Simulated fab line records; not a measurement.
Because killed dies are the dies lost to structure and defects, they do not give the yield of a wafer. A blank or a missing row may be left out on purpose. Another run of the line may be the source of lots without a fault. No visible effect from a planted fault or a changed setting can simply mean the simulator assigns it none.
fab line records | flow sky130
record lots=12 | wafers=36 | last-day=50
route steps=708 shown VIA3@575 METAL4@601 CAP2M@605 PAD_OPEN@708
lots with no fault: from the same line, run without faults
start-h: the number of hours between the record's first day and the start of the first shown wafer of the lot | wait-h: hours elapsed since this lot's preceding step | " same as the row above | L1.1+2: a single row standing in for several wafers | - either no value or no given start | * or withheld: withheld | < > ~ a bound
route shown NAME@n: a module of which the file shows steps, and the number in the route of the first | usual: mean/standard deviation of fault-free wafers | same: alike in all rows | chamber/n: place in a boat | sites: the reading at each site | _std_site: the values' standard deviation | _edge_site: inner sites' mean taken away from outer sites' mean | radius-mm: how far each site lies from the wafer's centre | mask NAME#n: copy n | behind: the tool/chamber that last shaped the wafer | hold: what put the lot on hold/how long, in hours/how the hold closed | device: the transistor (n, p or np) that didn't switch | end of line: tests run on the same wafers once the route is complete | step lacking rows: just its recipe | killed: dies lost to structure and defects at the first sort, not the wafer's yield | map: per-die view of a wafer (x killed, . not killed, _ where there is no die)
set.NAME: the setting the step ran with; set.NAME@STEP: the setting that earlier step ran with | model.NAME: the simulator's own value behind a step, which no gauge read
a sample of lots followed through the steps of the route, with each step as a table and each wafer as a row
services: when a tool's chamber went out of use (start-h, in hours from the record's first day, below 0 if earlier), for how many hours, and the reason
## steps
# step SKY_VIA3_CMP_02
# recipe material=SiO2 | down-force-psi=4 | platen-rpm=60 | pad-velocity-m-s=0.94248
# usual motor-current-A=11.6/0.96
lot.wafer | tool   | chamber | start-h | wait-h | motor-current-A
L246.4    | cmp-01 | 2       | 885.51  | 0.0    | 10.8
L246.1    | "      | 1       | "       | "      | 11.7
L246.6    | "      | 2       | "       | "      | 10.3
L247.2    | cmp-01 | 3       | 904.78  | 0.0    | 11.4
L247.3    | "      | 2       | "       | "      | 11.7
L247.6    | "      | 3       | "       | "      | 11.7
L249.4    | cmp-01 | 2       | 915.54  | 0.0    | 11.2
L249.2    | "      | 3       | "       | "      | 11.7
L249.3    | "      | 0       | "       | "      | 12.3
L253.2    | cmp-01 | 0       | 956.50  | 0.0    | 13.0
L253.4    | "      | 1       | "       | "      | 12.5
L253.5    | "      | 1       | "       | "      | 12.3
L254.1    | cmp-01 | 0       | 957.31  | 0.1    | 13.2
L254.2    | "      | 1       | "       | "      | 11.9
L254.5    | "      | 2       | "       | "      | 11.0
L255.4    | cmp-02 | 1       | 966.82  | 0.0    | 10.7
L255.3    | "      | 0       | "       | "      | 12.5
L255.6    | "      | 1       | "       | "      | 10.4
L257.4    | cmp-02 | 2       | 973.43  | 0.0    | 12.3
L257.1    | "      | 3       | "       | "      | 9.9
L257.3    | "      | 0       | "       | "      | 12.2
L261.2    | cmp-01 | 3       | 1032.99 | 0.3    | 11.4
L261.4    | "      | 0       | "       | "      | 12.7
L261.5    | "      | 3       | "       | "      | 11.9
L265.3    | cmp-01 | 2       | 1033.89 | 0.5    | 11.0
L265.4    | "      | 0       | "       | "      | 13.2
L265.6    | "      | 2       | "       | "      | 10.7
L266.1    | cmp-01 | 3       | 1051.66 | 0.2    | 12.2
L266.5    | "      | 0       | "       | "      | 13.5
L266.6    | "      | 1       | "       | "      | 11.2
L269.3    | cmp-01 | 1       | 1058.59 | 0.1    | 11.9
L269.2    | "      | 2       | "       | "      | 11.0
L269.6    | "      | 3       | "       | "      | 11.3
L267.2    | cmp-01 | 3       | 1058.79 | 0.1    | 11.7
L267.4    | "      | 1       | "       | "      | 11.5
L267.1    | "      | 2       | "       | "      | 11.0
# step SKY_METAL4_SPUTTER_03
# recipe material=Ti | target-thk-nm=5 | power-w=3000 | time-s=3.3 | chamber-pressure-pa=0.4
# usual cathode-dc-power-W=3000.0/0.51 | chamber-pressure-pa=0.3999/0.00079 | throttle-valve-pct=30.0/0.99
lot.wafer | tool           | chamber | start-h | wait-h | cathode-dc-power-W | chamber-pressure-pa | throttle-valve-pct
L246.1    | pvd-sputter-03 | -       | 911.77  | 0.0    | 3000.3             | 0.3992              | 28.1
L246.4    | "              | -       | "       | "      | 3000.2             | 0.3995              | 30.0
L246.6    | "              | -       | "       | "      | 3000.1             | 0.3996              | 28.4
L247.2    | pvd-sputter-01 | -       | 932.06  | 0.0    | 3000.1             | 0.4005              | 29.0
L247.3    | "              | -       | "       | "      | 3000.3             | 0.3997              | 29.8
L247.6    | "              | -       | "       | "      | 3000.0             | 0.3986              | 29.8
L249.2    | pvd-sputter-01 | -       | 941.74  | 0.0    | 3000.8             | 0.4006              | 30.1
L249.3    | "              | -       | "       | "      | 3000.5             | 0.4005              | 28.8
L249.4    | "              | -       | "       | "      | 3001.1             | 0.4006              | 30.5
L253.2    | pvd-sputter-02 | -       | 984.15  | 0.0    | 2998.8             | 0.3991              | 30.0
L253.4    | "              | -       | "       | "      | 3000.2             | 0.3992              | 32.3
L253.5    | "              | -       | "       | "      | 3000.1             | 0.3991              | 30.3
L254.1    | pvd-sputter-01 | -       | 984.23  | 0.0    | 2999.8             | 0.3502              | 32.7
L254.2    | "              | -       | "       | "      | 3000.0             | 0.3496              | 32.0
L254.5    | "              | -       | "       | "      | 3000.1             | 0.3493              | 30.6
L255.3    | pvd-sputter-01 | -       | 992.79  | 0.0    | 2999.7             | 0.3492              | 30.7
L255.4    | "              | -       | "       | "      | 3000.6             | 0.3509              | 31.8
L255.6    | "              | -       | "       | "      | 2999.8             | 0.3485              | 30.8
L257.1    | pvd-sputter-01 | -       | 998.09  | 0.0    | 3000.0             | 0.3511              | 31.6
L257.3    | "              | -       | "       | "      | 3000.2             | 0.3507              | 31.7
L257.4    | "              | -       | "       | "      | 3000.1             | 0.3521              | 31.3
L261.2    | pvd-sputter-02 | -       | 1056.34 | 0.0    | 2999.9             | 0.3995              | 30.1
L261.4    | "              | -       | "       | "      | 3001.2             | 0.4016              | 32.2
L261.5    | "              | -       | "       | "      | 3000.0             | 0.3999              | 30.1
L265.3    | pvd-sputter-03 | -       | 1057.99 | 0.0    | 3000.9             | 0.3995              | 29.8
L265.4    | "              | -       | "       | "      | 2999.2             | 0.4000              | 29.0
L265.6    | "              | -       | "       | "      | 3000.1             | 0.4005              | 28.5
L266.1    | pvd-sputter-02 | -       | 1074.69 | 0.0    | 2999.4             | 0.3996              | 30.0
L266.5    | "              | -       | "       | "      | 3001.1             | 0.4001              | 29.9
L266.6    | "              | -       | "       | "      | 2999.7             | 0.4008              | 30.2
L269.2    | pvd-sputter-03 | -       | 1080.53 | 0.0    | 3000.5             | 0.4000              | 29.0
L269.3    | "              | -       | "       | "      | 3000.8             | 0.4003              | 28.2
L269.6    | "              | -       | "       | "      | 3000.1             | 0.4001              | 30.1
L267.1    | pvd-sputter-01 | -       | 1081.54 | 0.0    | 3000.0             | 0.3997              | 29.7
L267.2    | "              | -       | "       | "      | 2999.6             | 0.3999              | 30.6
L267.4    | "              | -       | "       | "      | 3001.0             | 0.4013              | 29.6
# step SKY_CAP2M_SPUTTER_02
# recipe material=TiN | target-thk-nm=200 | temp-c=300 | power-w=6500 | time-s=166.7 | chamber-pressure-pa=0.4
# usual cathode-dc-power-W=6499.9/1.1 | chamber-pressure-pa=0.4000/0.00077 | throttle-valve-pct=29.8/0.85
lot.wafer | tool           | chamber | start-h | wait-h | cathode-dc-power-W | chamber-pressure-pa | throttle-valve-pct
L246.1    | pvd-sputter-02 | -       | 911.92  | 0.1    | 6499.3             | 0.4008              | 29.9
L246.4    | "              | -       | "       | "      | 6499.0             | 0.3992              | 29.9
L246.6    | "              | -       | "       | "      | 6499.6             | 0.4006              | 30.0
L247.2    | pvd-sputter-04 | -       | 932.21  | 0.0    | 6501.0             | 0.3992              | 29.7
L247.3    | "              | -       | "       | "      | 6500.5             | 0.4005              | 28.8
L247.6    | "              | -       | "       | "      | 6498.8             | 0.4001              | 28.7
L249.2    | pvd-sputter-04 | -       | 941.89  | 0.0    | 6501.7             | 0.3989              | 29.3
L249.3    | "              | -       | "       | "      | 6497.3             | 0.3998              | 28.9
L249.4    | "              | -       | "       | "      | 6500.0             | 0.3988              | 29.2
L253.2    | pvd-sputter-04 | -       | 984.30  | 0.0    | 6502.0             | 0.3989              | 29.2
L253.4    | "              | -       | "       | "      | 6502.6             | 0.3995              | 29.7
L253.5    | "              | -       | "       | "      | 6498.2             | 0.4007              | 30.7
L254.1    | pvd-sputter-02 | -       | 984.38  | 0.1    | 6500.7             | 0.4002              | 30.3
L254.2    | "              | -       | "       | "      | 6500.8             | 0.4018              | 30.0
L254.5    | "              | -       | "       | "      | 6501.0             | 0.4006              | 32.2
L255.3    | pvd-sputter-02 | -       | 992.94  | 0.0    | 6499.5             | 0.3985              | 32.1
L255.4    | "              | -       | "       | "      | 6499.1             | 0.4002              | 30.1
L255.6    | "              | -       | "       | "      | 6499.6             | 0.4019              | 30.2
L257.1    | pvd-sputter-04 | -       | 998.25  | 0.1    | 6499.7             | 0.4011              | 28.8
L257.3    | "              | -       | "       | "      | 6497.7             | 0.4001              | 29.6
L257.4    | "              | -       | "       | "      | 6498.9             | 0.3997              | 29.3
L261.2    | pvd-sputter-01 | -       | 1056.49 | 0.0    | 6499.3             | 0.4011              | 30.7
L261.4    | "              | -       | "       | "      | 6498.9             | 0.3995              | 29.8
L261.5    | "              | -       | "       | "      | 6502.3             | 0.3989              | 28.8
L265.3    | pvd-sputter-02 | -       | 1058.14 | 0.0    | 6499.0             | 0.3996              | 30.4
L265.4    | "              | -       | "       | "      | 6499.1             | 0.4001              | 29.9
L265.6    | "              | -       | "       | "      | 6500.6             | 0.4014              | 30.0
L266.1    | pvd-sputter-01 | -       | 1074.84 | 0.1    | 6500.1             | 0.4009              | 30.6
L266.5    | "              | -       | "       | "      | 6499.1             | 0.3997              | 30.5
L266.6    | "              | -       | "       | "      | 6499.0             | 0.4000              | 29.5
L269.2    | pvd-sputter-01 | -       | 1080.68 | 0.0    | 6499.8             | 0.4006              | 28.8
L269.3    | "              | -       | "       | "      | 6499.3             | 0.4002              | 30.5
L269.6    | "              | -       | "       | "      | 6498.8             | 0.3995              | 29.2
L267.1    | pvd-sputter-04 | -       | 1081.68 | 0.1    | 6498.0             | 0.3998              | 29.2
L267.2    | "              | -       | "       | "      | 6499.3             | 0.4002              | 30.5
L267.4    | "              | -       | "       | "      | 6498.5             | 0.4006              | 29.3
# step SKY_CAP2M_THK_MEAS_04
# recipe thk-meas-gauge=xrf | reads=TiN_of_CAP2M_SPUTTER_02
# usual CAP2M_TIN_THK=202.3/2.3
lot.wafer | tool          | chamber | start-h | wait-h | CAP2M_TIN_THK[nm]
L246.1    | film-metro-03 | -       | 912.15  | 0.1    | 204.5
L246.4    | "             | -       | "       | "      | 203.7
L246.6    | "             | -       | "       | "      | 204.2
L247.2    | film-metro-03 | -       | 932.45  | 0.1    | 204.1
L247.3    | "             | -       | "       | "      | 203.9
L247.6    | "             | -       | "       | "      | 206.2
L249.2    | film-metro-02 | -       | 942.12  | 0.1    | 201.0
L249.3    | "             | -       | "       | "      | 198.5
L249.4    | "             | -       | "       | "      | 199.2
L253.2    | film-metro-01 | -       | 984.54  | 0.1    | 202.0
L253.4    | "             | -       | "       | "      | 204.8
L253.5    | "             | -       | "       | "      | 202.1
L254.1    | film-metro-03 | -       | 984.66  | 0.1    | 202.5
L254.2    | "             | -       | "       | "      | 204.8
L254.5    | "             | -       | "       | "      | 203.2
L255.3    | film-metro-01 | -       | 993.19  | 0.1    | 202.2
L255.4    | "             | -       | "       | "      | 203.6
L255.6    | "             | -       | "       | "      | 202.6
L257.1    | film-metro-03 | -       | 998.48  | 0.1    | 202.6
L257.3    | "             | -       | "       | "      | 202.3
L257.4    | "             | -       | "       | "      | 201.9
L261.2    | film-metro-01 | -       | 1056.73 | 0.1    | 199.9
L261.4    | "             | -       | "       | "      | 200.6
L261.5    | "             | -       | "       | "      | 200.4
L265.3    | film-metro-03 | -       | 1058.39 | 0.1    | 203.2
L265.4    | "             | -       | "       | "      | 204.3
L265.6    | "             | -       | "       | "      | 203.4
L266.1    | film-metro-02 | -       | 1075.07 | 0.1    | 200.5
L266.5    | "             | -       | "       | "      | 202.0
L266.6    | "             | -       | "       | "      | 200.2
L269.2    | film-metro-03 | -       | 1080.92 | 0.1    | 207.2
L269.3    | "             | -       | "       | "      | 208.1
L269.6    | "             | -       | "       | "      | 208.3
L267.1    | film-metro-01 | -       | 1081.91 | 0.1    | 203.1
L267.2    | "             | -       | "       | "      | 201.8
L267.4    | "             | -       | "       | "      | 201.5
# step SKY_PAD_OPEN_PROBE_99
# usual defect-limited-yield=82.4/2.1 | killed_at_M0_to_M3=44/7 | killed_at_M4_up=3.0/1.9 | killed-at-contacts=24/5.4 | killed-at-front-end=15/4.6 | killed-at-other=0.3/0.5 | killed-dies=87/10 | killed-open=47/7 | killed-short=40/6.2 | sort_bin_3_pad_short=0.9/0.5 | sort_bin_5_function=10.4/1.4 | sort_bin_6_memory=6.3/1.2 | sort-n-pass=405/10 | sort-yield-pct=82.4/2.1
# same gross-dies=492 | killed-at-back-side=0 | sort_bin_4_leakage[%]=0 | sort_bin_8_speed[%]=0
lot.wafer | tool      | chamber | start-h | wait-h | defect-limited-yield[%] | killed_at_M0_to_M3 | killed_at_M4_up | killed-at-contacts | killed-at-front-end | killed-at-other | killed-dies | killed-open | killed-short | sort_bin_3_pad_short[%] | sort_bin_5_function[%] | sort_bin_6_memory[%] | sort-n-pass | sort-yield-pct[%]
L246.1    | prober-02 | -       | 1058.39 | 0.1    | 84.6                    | 44                 | 2               | 19                 | 11                  | 0               | 76          | 41          | 35           | 0.6                     | 10.2                   | 4.7                  | 416         | 84.6
L246.4    | prober-02 | -       | 1058.54 | 0.2    | 78.7                    | 54                 | 6               | 26                 | 19                  | 0               | 105         | 49          | 56           | 1.2                     | 12.8                   | 7.3                  | 387         | 78.7
L246.6    | prober-02 | -       | 1058.64 | 0.2    | 80.7                    | 51                 | 3               | 27                 | 13                  | 1               | 95          | 45          | 50           | 1.4                     | 10.2                   | 7.7                  | 397         | 80.7
L249.2    | prober-01 | -       | 1085.20 | 0.1    | 84.1                    | 39                 | 3               | 26                 | 9                   | 1               | 78          | 38          | 40           | 0.8                     | 8.9                    | 6.1                  | 414         | 84.1
L249.3    | prober-01 | -       | 1085.25 | 0.2    | 84.3                    | 40                 | 2               | 20                 | 15                  | 0               | 77          | 50          | 27           | 0.8                     | 9.1                    | 5.7                  | 415         | 84.3
L249.4    | prober-01 | -       | 1085.30 | 0.2    | 87.0                    | 35                 | 3               | 13                 | 13                  | 0               | 64          | 33          | 31           | 0.2                     | 6.9                    | 5.9                  | 428         | 87.0
L253.2    | prober-01 | -       | 1120.14 | 0.1    | 81.7                    | 46                 | 4               | 26                 | 13                  | 1               | 90          | 43          | 47           | 1.0                     | 10.8                   | 6.5                  | 402         | 81.7
L253.4    | prober-01 | -       | 1120.24 | 0.2    | 80.1                    | 57                 | 4               | 27                 | 9                   | 1               | 98          | 46          | 52           | 1.2                     | 11.0                   | 7.7                  | 394         | 80.1
L253.5    | prober-01 | -       | 1120.29 | 0.2    | 81.5                    | 58                 | 0               | 24                 | 9                   | 0               | 91          | 54          | 37           | 1.0                     | 10.8                   | 6.7                  | 401         | 81.5
L266.1    | prober-01 | -       | 1193.10 | 0.1    | 83.9                    | 50                 | 3               | 16                 | 10                  | 0               | 79          | 47          | 32           | 1.2                     | 9.6                    | 5.3                  | 413         | 83.9
L266.5    | prober-01 | -       | 1193.30 | 0.2    | 79.5                    | 60                 | 8               | 24                 | 9                   | 0               | 101         | 56          | 45           | 0.6                     | 11.8                   | 8.1                  | 391         | 79.5
L266.6    | prober-01 | -       | 1193.35 | 0.2    | 82.1                    | 45                 | 4               | 20                 | 19                  | 0               | 88          | 48          | 40           | 0.6                     | 11.8                   | 5.5                  | 404         | 82.1
L269.2    | prober-02 | -       | 1197.27 | 0.1    | 84.8                    | 38                 | 2               | 17                 | 18                  | 0               | 75          | 36          | 39           | 0.8                     | 8.9                    | 5.5                  | 417         | 84.8
L269.3    | prober-02 | -       | 1197.32 | 0.2    | 80.9                    | 41                 | 2               | 29                 | 22                  | 0               | 94          | 51          | 43           | 1.4                     | 11.4                   | 6.3                  | 398         | 80.9
L269.6    | prober-02 | -       | 1197.47 | 0.2    | 83.1                    | 39                 | 1               | 30                 | 12                  | 1               | 83          | 45          | 38           | 0.2                     | 11.4                   | 5.3                  | 409         | 83.1
# killed by level:class
L246.1 VIA1:geometric-particle:open=10 VIA2:geometric-particle:open=8 METAL1:geometric-particle:short=7 LI_CONTACT:geometric-particle:open=6 CONTACT:geometric-particle:open=6 LOCAL_INTERCONNECT:geometric-particle:short=4 VIA3:geometric-particle:open=4 FIELD_ISO:geometric-particle:short=3
L246.4 VIA1:geometric-particle:open=10 CONTACT:geometric-particle:short=9 VIA1:geometric-particle:short=9 METAL1:geometric-particle:short=8 POLY_GATE:geometric-particle:open=7 VIA3:geometric-particle:open=7 LI_CONTACT:geometric-particle:open=7 METAL2:geometric-particle:short=6
L246.6 CONTACT:geometric-particle:open=9 VIA1:geometric-particle:open=9 METAL2:geometric-particle:short=8 CONTACT:geometric-particle:short=7 METAL1:geometric-particle:short=7 VIA2:geometric-particle:open=7 VIA3:geometric-particle:open=7 VIA1:geometric-particle:short=5
L249.2 CONTACT:geometric-particle:open=10 METAL2:geometric-particle:short=8 VIA1:geometric-particle:open=6 METAL1:geometric-particle:short=5 VIA1:geometric-particle:short=5 VIA3:geometric-particle:open=5 LI_CONTACT:geometric-particle:open=4 LOCAL_INTERCONNECT:geometric-particle:short=4
L249.3 CONTACT:geometric-particle:open=10 VIA3:geometric-particle:open=8 VIA1:geometric-particle:short=6 POLY_GATE:geometric-particle:open=5 LI_CONTACT:geometric-particle:open=5 VIA1:geometric-particle:open=5 METAL2:geometric-particle:short=5 VIA2:geometric-particle:open=5
L249.4 CONTACT:geometric-particle:open=6 METAL1:geometric-particle:short=6 VIA1:geometric-particle:open=6 VIA2:geometric-particle:open=5 POLY_GATE:geometric-particle:open=4 VIA3:geometric-particle:open=4 FIELD_ISO:geometric-particle:short=3 POLY_GATE:geometric-particle:short=3
L253.2 VIA1:geometric-particle:open=9 METAL2:geometric-particle:short=9 LI_CONTACT:geometric-particle:open=8 LI_CONTACT:geometric-particle:short=5 CONTACT:geometric-particle:short=5 SPACER:geometric-particle:open=4 METAL4:geometric-particle:short=4 METAL1:geometric-particle:open=4
L253.4 VIA3:geometric-particle:open=11 LI_CONTACT:geometric-particle:open=8 VIA1:geometric-particle:open=8 VIA1:geometric-particle:short=7 METAL1:geometric-particle:short=7 CONTACT:geometric-particle:open=6 VIA2:geometric-particle:open=6 METAL2:geometric-particle:short=6
L253.5 VIA1:geometric-particle:open=13 VIA3:geometric-particle:open=12 METAL1:geometric-particle:short=11 CONTACT:geometric-particle:open=8 FIELD_ISO:geometric-particle:open=4 LI_CONTACT:geometric-particle:open=4 LOCAL_INTERCONNECT:geometric-particle:short=4 CONTACT:geometric-particle:short=4
L266.1 VIA1:geometric-particle:open=11 VIA2:geometric-particle:open=11 VIA3:geometric-particle:open=10 CONTACT:geometric-particle:open=6 METAL1:geometric-particle:short=5 FIELD_ISO:geometric-particle:short=4 CONTACT:geometric-particle:short=4 POLY_GATE:geometric-particle:open=3
L266.5 VIA1:geometric-particle:open=13 CONTACT:geometric-particle:open=11 METAL2:geometric-particle:short=11 VIA3:geometric-particle:open=7 METAL4:geometric-particle:short=7 METAL1:geometric-particle:short=6 VIA2:geometric-particle:open=6 VIA1:geometric-particle:short=5
L266.6 VIA2:geometric-particle:open=9 VIA1:geometric-particle:open=9 CONTACT:geometric-particle:short=6 FIELD_ISO:geometric-particle:open=5 LOCAL_INTERCONNECT:geometric-particle:short=5 VIA1:geometric-particle:short=5 POLY_GATE:geometric-particle:open=4 CONTACT:geometric-particle:open=4
L269.2 VIA1:geometric-particle:open=8 FIELD_ISO:geometric-particle:short=6 LI_CONTACT:geometric-particle:open=6 VIA1:geometric-particle:short=6 CONTACT:geometric-particle:open=5 VIA3:geometric-particle:open=5 FIELD_ISO:geometric-particle:open=4 LOCAL_INTERCONNECT:geometric-particle:short=4
L269.3 LI_CONTACT:geometric-particle:open=11 METAL2:geometric-particle:short=11 VIA1:geometric-particle:open=9 VIA2:geometric-particle:open=6 CONTACT:geometric-particle:open=6 FIELD_ISO:geometric-particle:open=5 FIELD_ISO:geometric-particle:short=5 POLY_GATE:geometric-particle:short=5
L269.6 CONTACT:geometric-particle:open=16 VIA3:geometric-particle:open=5 VIA1:geometric-particle:open=5 LI_CONTACT:geometric-particle:open=5 LOCAL_INTERCONNECT:geometric-particle:short=5 METAL1:geometric-particle:short=5 VIA1:geometric-particle:short=5 VIA2:geometric-particle:short=5
## services
tool           | chamber | start-h | hours | kind
pvd-sputter-02 | -       | 880.78  | 6.8   | repair
pvd-sputter-01 | -       | 886.78  | 1.3   | repair
cmp-02         | -       | 912.07  | 4.0   | pm
cmp-02         | -       | 916.07  | -     | consumable-replace:conditioner
cmp-02         | -       | 916.07  | -     | consumable-replace:pad
cmp-02         | -       | 923.91  | 3.1   | repair
cmp-01         | -       | 972.43  | 1.9   | repair
pvd-sputter-03 | -       | 991.75  | 2.1   | repair
cmp-02         | -       | 994.06  | 6.5   | pm
pvd-sputter-01 | -       | 1008.20 | 1.7   | repair
cmp-02         | -       | 1008.70 | 4.6   | pm
cmp-02         | -       | 1031.77 | 11.5  | pm
pvd-sputter-01 | -       | 1070.65 | 1.8   | repair
## key
first-sign step=SKY_METAL4_SPUTTER_03 | reading=chamber-pressure-pa | direction=down | sigmas=63 | usual=0.3999 | struck=0.3502
effect step=SKY_METAL4_SPUTTER_03 | reading=throttle-valve-pct | direction=up | sigmas=1.5 | usual=30.0 | struck=31.5
met-at SKY_METAL4_SPUTTER_03
struck-lots L254,L255,L257
not-acting-at SKY_VIA3_CMP_02,SKY_CAP2M_SPUTTER_02,SKY_CAP2M_THK_MEAS_04
onset-between 941.74 984.23
fault kind=process-parameter-drift | tool=pvd-sputter-01 | chamber=- | onset-h=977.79 | steps=SKY_METAL4_SPUTTER_03 | channel=chamber-pressure-pa | offset=-0.049593 | shape=step | end-h=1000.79 | acts-in=these-recipes-only | stated=0.4
